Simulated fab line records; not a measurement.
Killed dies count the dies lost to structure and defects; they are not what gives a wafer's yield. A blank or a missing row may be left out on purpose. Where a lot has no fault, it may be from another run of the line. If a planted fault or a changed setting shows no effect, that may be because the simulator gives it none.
Matching of chambers :: flow sky130 :: rieSi-02 running SKY_POLY_GATE_ETCH_17: 4 sister chambers
The step etches poly-Si in HBr/Cl2, stops on SiO2, target depth 180 nm, time 70.5 s. 20 wafers are shown with their chamber, then 10 later ones without.

EACH WAFER AND ITS CHAMBER
wafer: L080.4
chamber: 1
drypumpMotorCurrentA (A): 5.8
throttleValvePct (%): 33.678
oesProductAu (a.u.): 0.976

wafer: L080.5
chamber: 3
drypumpMotorCurrentA (A): 6.0
throttleValvePct (%): 33.672
oesProductAu (a.u.): 0.982

wafer: L080.6
chamber: 2
drypumpMotorCurrentA (A): 5.9
throttleValvePct (%): 33.666
oesProductAu (a.u.): 0.993

wafer: L084.1
chamber: 3
drypumpMotorCurrentA (A): 6.1
throttleValvePct (%): 33.694
oesProductAu (a.u.): 0.978

wafer: L084.3
chamber: 0
drypumpMotorCurrentA (A): 5.5
throttleValvePct (%): 33.690
oesProductAu (a.u.): 0.970

wafer: L084.4
chamber: 1
drypumpMotorCurrentA (A): 5.9
throttleValvePct (%): 33.683
oesProductAu (a.u.): 0.972

wafer: L087.1
chamber: 3
drypumpMotorCurrentA (A): 6.0
throttleValvePct (%): 33.674
oesProductAu (a.u.): 0.987

wafer: L087.2
chamber: 2
drypumpMotorCurrentA (A): 5.9
throttleValvePct (%): 33.680
oesProductAu (a.u.): 0.980

wafer: L087.6
chamber: 0
drypumpMotorCurrentA (A): 5.5
throttleValvePct (%): 33.684
oesProductAu (a.u.): 0.984

wafer: L089.1
chamber: 0
drypumpMotorCurrentA (A): 5.5
throttleValvePct (%): 33.695
oesProductAu (a.u.): 0.984

wafer: L089.2
chamber: 1
drypumpMotorCurrentA (A): 5.9
throttleValvePct (%): 33.689
oesProductAu (a.u.): 0.986

wafer: L089.6
chamber: 3
drypumpMotorCurrentA (A): 6.1
throttleValvePct (%): 33.701
oesProductAu (a.u.): 0.987

wafer: L091.3
chamber: 0
drypumpMotorCurrentA (A): 5.5
throttleValvePct (%): 33.673
oesProductAu (a.u.): 0.986

wafer: L091.4
chamber: 0
drypumpMotorCurrentA (A): 5.5
throttleValvePct (%): 33.676
oesProductAu (a.u.): 0.991

wafer: L091.5
chamber: 3
drypumpMotorCurrentA (A): 6.0
throttleValvePct (%): 33.685
oesProductAu (a.u.): 0.980

wafer: L093.1
chamber: 2
drypumpMotorCurrentA (A): 5.9
throttleValvePct (%): 33.682
oesProductAu (a.u.): 0.982

wafer: L093.2
chamber: 0
drypumpMotorCurrentA (A): 5.5
throttleValvePct (%): 33.681
oesProductAu (a.u.): 1.005

wafer: L093.3
chamber: 1
drypumpMotorCurrentA (A): 5.9
throttleValvePct (%): 33.688
oesProductAu (a.u.): 0.975

wafer: L093.4
chamber: 3
drypumpMotorCurrentA (A): 6.0
throttleValvePct (%): 33.674
oesProductAu (a.u.): 0.992

wafer: L093.5
chamber: 1
drypumpMotorCurrentA (A): 5.9
throttleValvePct (%): 33.700
oesProductAu (a.u.): 0.984

SIGNATURES, as means of the wafers listed above
reading: drypumpMotorCurrentA
chamber 0: 5.500
chamber 1: 5.880
chamber 2: 5.900
chamber 3: 6.033
scatter within a chamber: 0.0365

reading: throttleValvePct
chamber 0: 33.68317
chamber 1: 33.68760
chamber 2: 33.67600
chamber 3: 33.68333
scatter within a chamber: 0.00968

reading: oesProductAu
chamber 0: 0.98667
chamber 1: 0.97860
chamber 2: 0.98500
chamber 3: 0.98433
scatter within a chamber: 0.00802
Rule: for each reading, subtract the chamber's mean from the wafer's reading, divide by that reading's scatter and square the result; add these up over the readings and take the root, which gives the wafer's distance from the chamber. The wafer belongs to the nearest chamber; if the next one is less than 2 further off, it can't be placed. The scatter: the root of (the sum of the squares of (reading less its chamber's mean) over the shown wafers, divided by (wafers less chambers)).

WAFERS MISSING THEIR CHAMBER
wafer: L093.6
drypumpMotorCurrentA (A): 5.9
throttleValvePct (%): 33.693
oesProductAu (a.u.): 0.985

wafer: L094.1
drypumpMotorCurrentA (A): 5.9
throttleValvePct (%): 33.683
oesProductAu (a.u.): 0.975

wafer: L094.2
drypumpMotorCurrentA (A): 5.9
throttleValvePct (%): 33.689
oesProductAu (a.u.): 0.972

wafer: L094.3
drypumpMotorCurrentA (A): 6.1
throttleValvePct (%): 33.678
oesProductAu (a.u.): 0.980

wafer: L094.4
drypumpMotorCurrentA (A): 5.6
throttleValvePct (%): 33.695
oesProductAu (a.u.): 0.974

wafer: L094.5
drypumpMotorCurrentA (A): 5.9
throttleValvePct (%): 33.678
oesProductAu (a.u.): 0.982

wafer: L094.6
drypumpMotorCurrentA (A): 6.0
throttleValvePct (%): 33.670
oesProductAu (a.u.): 0.974

wafer: L097.1
drypumpMotorCurrentA (A): 5.9
throttleValvePct (%): 33.694
oesProductAu (a.u.): 0.980

wafer: L097.4
drypumpMotorCurrentA (A): 5.9
throttleValvePct (%): 33.683
oesProductAu (a.u.): 0.980

wafer: L097.6
drypumpMotorCurrentA (A): 5.5
throttleValvePct (%): 33.692
oesProductAu (a.u.): 0.986

EACH ONE'S CHAMBER
wafer: L093.6
from the rows above: can't be placed: 1 or 2
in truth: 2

wafer: L094.1
from the rows above: can't be placed: 1 or 2
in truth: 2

wafer: L094.2
from the rows above: can't be placed: 1 or 2
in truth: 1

wafer: L094.3
from the rows above: 3
in truth: 3

wafer: L094.4
from the rows above: 0
in truth: 0

wafer: L094.5
from the rows above: can't be placed: 2 or 1
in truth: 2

wafer: L094.6
from the rows above: can't be placed: 3 or 2 or 1
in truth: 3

wafer: L097.1
from the rows above: can't be placed: 1 or 2
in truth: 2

wafer: L097.4
from the rows above: can't be placed: 1 or 2
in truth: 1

wafer: L097.6
from the rows above: 0
in truth: 0
Correct placement for 3 of the 10. Not placeable from these rows: 7 (in 7, the candidates include the true chamber). Number placed wrongly: 0.
